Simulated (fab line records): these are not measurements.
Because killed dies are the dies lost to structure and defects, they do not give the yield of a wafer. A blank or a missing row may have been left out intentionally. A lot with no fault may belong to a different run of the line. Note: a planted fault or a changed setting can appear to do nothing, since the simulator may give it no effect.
Which of the tools did it? ; flow sky130 ; 11 lots with 33 wafers sampled at 6 steps, on a route of 708 steps

== WHAT EACH GAUGE READ, for each wafer ==
SKY_RES_XHIGH_TW_MEAS_09.
lot;measured;on;RES_XHIGH_TW
L928;day 26 11:12;film-metro-01;1622 1623 1637
L936;day 29 13:03;film-metro-02;1647 1645 1647
L938;day 30 05:34;film-metro-01;1625 1636 1628
L944;day 32 13:52;film-metro-02;1647 1648 1647
L945;day 33 03:57;film-metro-03;1640 1646 1648
L946;day 33 06:12;film-metro-02;1635 1638 1639
L947;day 33 10:17;film-metro-01;1625 1634 1615
L948;day 33 13:43;film-metro-03;1636 1638 1645
L949;day 33 20:29;film-metro-01;1626 1628 1624
L951;day 34 04:26;film-metro-01;1617 1624 1626
L950;day 34 07:30;film-metro-03;1633 1641 1647

SKY_SD_N_CD_MEAS_07: target cd 380 nm.
lot;measured;on;cd-nm (nm)
L928;day 27 16:18;cd-sem-02;377.1 378.0 379.4
L936;day 30 16:16;cd-sem-01;380.3 381.7 378.0
L938;day 31 09:34;cd-sem-01;376.5 377.4 377.7
L944;day 33 15:58;cd-sem-02;377.0 377.7 379.7
L945;day 34 05:29;cd-sem-01;384.3 382.8 383.2
L946;day 34 07:32;cd-sem-02;380.1 377.8 381.4
L947;day 34 12:35;cd-sem-01;376.2 373.5 374.7
L948;day 34 16:18;cd-sem-02;378.9 380.7 380.4
L949;day 34 22:52;cd-sem-02;382.2 381.9 380.8
L951;day 35 07:18;cd-sem-02;382.1 381.9 381.8
L950;day 35 09:46;cd-sem-02;380.9 378.4 380.4

SKY_LI_CONTACT_RS_MEAS_22: measurement is done with a four-point probe.
lot;measured;on;LI_CONTACT_W_RS (ohm/sq)
L928;day 28 23:47;film-metro-03;0.290 0.288 0.291
L936;day 31 22:10;film-metro-03;0.242 0.240 0.244
L938;day 32 15:04;film-metro-02;0.244 0.241 0.240
L944;day 34 21:05;film-metro-01;0.287 0.286 0.286
L945;day 35 10:46;film-metro-02;0.284 0.286 0.293
L946;day 35 12:19;film-metro-02;0.279 0.282 0.278
L947;day 35 17:36;film-metro-02;0.287 0.279 0.285
L948;day 35 21:18;film-metro-03;0.290 0.288 0.288
L949;day 36 03:52;film-metro-02;0.283 0.280 0.281
L951;day 36 12:13;film-metro-01;0.285 0.284 0.284
L950;day 36 14:44;film-metro-02;0.285 0.286 0.285

SKY_LI_CONTACT_THK_MEAS_23: measures by xrf.
lot;measured;on;LI_CONTACT_W_THK (nm)
L928;day 28 23:54;film-metro-03;375 377 376
L936;day 31 22:17;film-metro-03;444 447 440
L938;day 32 15:11;film-metro-02;452 453 456
L944;day 34 21:11;film-metro-01;386 385 386
L945;day 35 10:53;film-metro-02;390 385 378
L946;day 35 12:25;film-metro-02;399 390 396
L947;day 35 17:43;film-metro-02;385 397 387
L948;day 35 21:25;film-metro-03;380 380 384
L949;day 36 03:58;film-metro-02;392 397 393
L951;day 36 12:20;film-metro-01;395 393 395
L950;day 36 14:52;film-metro-02;390 388 388

== WHAT TOOL EACH LOT RAN ON (gives the tool, then ch and the chambers of the sampled wafers, and finally the start) ==
lot;SKY_LI_CONTACT_ETCH_15;SKY_LI_CONTACT_CVD_21
L928;rie-diel-04 ch 0,1,3, day 28 23:07;cvd-w-01 ch 1, day 28 23:39
L936;rie-diel-04 ch 1,2,3, day 31 21:31;cvd-w-02 ch 0,1, day 31 22:02
L938;rie-diel-03 ch 0,1,3, day 32 14:25;cvd-w-02 ch 0,1, day 32 14:56
L944;rie-diel-01 ch 0,3, day 34 20:24;cvd-w-01 ch 0,1, day 34 20:58
L945;rie-diel-01 ch 2,3, day 35 10:05;cvd-w-02 ch 0,1, day 35 10:37
L946;rie-diel-04 ch 0,1,2, day 35 11:39;cvd-w-02 ch 1, day 35 12:10
L947;rie-diel-03 ch 0,2,3, day 35 16:55;cvd-w-02 ch 0,1, day 35 17:27
L948;rie-diel-03 ch 1,3, day 35 20:39;cvd-w-01 ch 0,1, day 35 21:11
L949;rie-diel-04 ch 2,3, day 36 03:12;cvd-w-02 ch 1, day 36 03:43
L951;rie-diel-04 ch 0,1,3, day 36 11:34;cvd-w-02 ch 0,1, day 36 12:05
L950;rie-diel-04 ch 0,1, day 36 14:06;cvd-w-01 ch 0,1, day 36 14:37
- SKY_LI_CONTACT_ETCH_15: etches PSG in C4F8/O2/Ar, stops on Si, target depth 600 nm.
- SKY_LI_CONTACT_CVD_21: deposits W, target thk 400 nm, time 120.56 s.

== WHAT THE TOOLS THEMSELVES READ (means of the sampled wafers that have a number; where no wafer has one, the mark that the record gives instead) ==
SKY_LI_CONTACT_ETCH_15.
lot;tool;oes-product-au (a.u.)
L928;rie-diel-04;0.838
L936;rie-diel-04;0.837
L938;rie-diel-03;0.838
L944;rie-diel-01;0.836
L945;rie-diel-01;0.841
L946;rie-diel-04;0.836
L947;rie-diel-03;0.840
L948;rie-diel-03;0.833
L949;rie-diel-04;0.835
L951;rie-diel-04;0.833
L950;rie-diel-04;0.837

SKY_LI_CONTACT_CVD_21.
lot;tool;chamber-pressure-Torr (Torr);heater-power-w (W)
L928;cvd-w-01;40.06;896
L936;cvd-w-02;39.95;848
L938;cvd-w-02;40.02;905
L944;cvd-w-01;40.16;887
L945;cvd-w-02;40.03;841
L946;cvd-w-02;39.98;980
L947;cvd-w-02;40.02;846
L948;cvd-w-01;39.96;868
L949;cvd-w-02;40.05;975
L951;cvd-w-02;40.08;929
L950;cvd-w-01;40.10;873

== THE ANSWER, worked out from the rows above alone ==
Rule: the usual values come from the lots themselves. Put in order of their means at a reading, lots are off if they are a third of the lots or fewer, leave a main group of 4 or more, and stand apart from it by a gap of 3 or more times the standard deviation of the main group's means; of several such gaps the widest counts. A main group is skipped when, at the precision printed for the reading in the tables above, its means are all equal. A lot without any number at a reading at which 4 lots or more have one is off too. Any other lot the step has rows for is counted as sound. After the gauges, taken in route order, come the tools' own readings; for these a lot's mean is taken, as printed above. The first step at which some lot is off is used, and at that step the reading that is off furthest; a lot without a number counts as furthest.
Off: L936, L938, at SKY_LI_CONTACT_RS_MEAS_22 (LI_CONTACT_W_RS). Mean 0.285 ohm/sq and standard deviation 0.0031 in the main group.
A tool fits if, at a process step before that reading, it ran every lot that is off, and no sound lot after the first of them. Gauges at SKY_LI_CONTACT_RS_MEAS_22: tried the same way as those tools. Not one of the candidates tried fits.

== WHAT THE SIMULATOR HAD INSERTED ==
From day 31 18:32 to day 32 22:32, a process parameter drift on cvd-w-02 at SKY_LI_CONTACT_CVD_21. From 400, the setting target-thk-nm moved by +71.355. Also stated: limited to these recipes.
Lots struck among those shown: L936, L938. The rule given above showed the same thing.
